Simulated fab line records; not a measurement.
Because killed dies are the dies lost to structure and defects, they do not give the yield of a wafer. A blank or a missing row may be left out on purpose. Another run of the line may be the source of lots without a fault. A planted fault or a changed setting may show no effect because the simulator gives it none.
Chamber matching | flow gf180mcu | GF_V2_CVD_02 on pecvd-01: 3 sister chambers
The step deposits SiO2 from TEOS, target thk 850 nm, time 94.851 s. 14 wafers are shown with their chamber, then 7 later ones without.

## WAFERS PAIRED WITH THEIR CHAMBERS
wafer  | chamber | heater-power-w (W)
L074.1 | 1       | 630
L074.2 | 0       | 703
L074.5 | 0       | 732
L075.1 | 2       | 436
L075.4 | 1       | 630
L075.6 | 0       | 752
L076.3 | 0       | 615
L076.4 | 2       | 490
L076.5 | 1       | 521
L077.3 | 0       | 689
L077.5 | 2       | 465
L077.6 | 1       | 608
L081.3 | 1       | 637
L081.4 | 1       | 667

SIGNATURES (means of the wafers above)
reading        | chamber 0 | chamber 1 | chamber 2 | scatter within a chamber
heater-power-w | 698.20    | 615.50    | 463.67    | 47.7
Rule: a wafer's distance from a chamber is the root of the sum, over the readings, of the square of ((its reading less the chamber's mean) divided by the reading's scatter). If the next closest chamber is less than 2 further off than the closest, the wafer can't be placed; otherwise it belongs to the closest. The scatter is the square root of a quotient: the sum, over the shown wafers, of each reading's squared deviation from its chamber's mean, divided by wafers minus chambers.

## WAFERS WITH NO CHAMBER GIVEN
wafer  | heater-power-w (W)
L081.5 | 594
L088.1 | 729
L088.3 | 556
L088.6 | 611
L091.3 | 639
L091.4 | 642
L091.5 | 518

## CHAMBER TAKEN BY EACH
wafer  | from the rows above          | in truth
L081.5 | can't be placed: 1 or 0      | 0
L088.1 | can't be placed: 0 or 1      | 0
L088.3 | can't be placed: 1 or 2 or 0 | 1
L088.6 | can't be placed: 1 or 0      | 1
L091.3 | can't be placed: 1 or 0      | 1
L091.4 | can't be placed: 1 or 0      | 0
L091.5 | can't be placed: 2 or 1      | 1
Correctly placed: 0 of 7. Can't be placed from these rows: 7 (the true chamber is among the candidates in 7). Placed wrongly: 0.
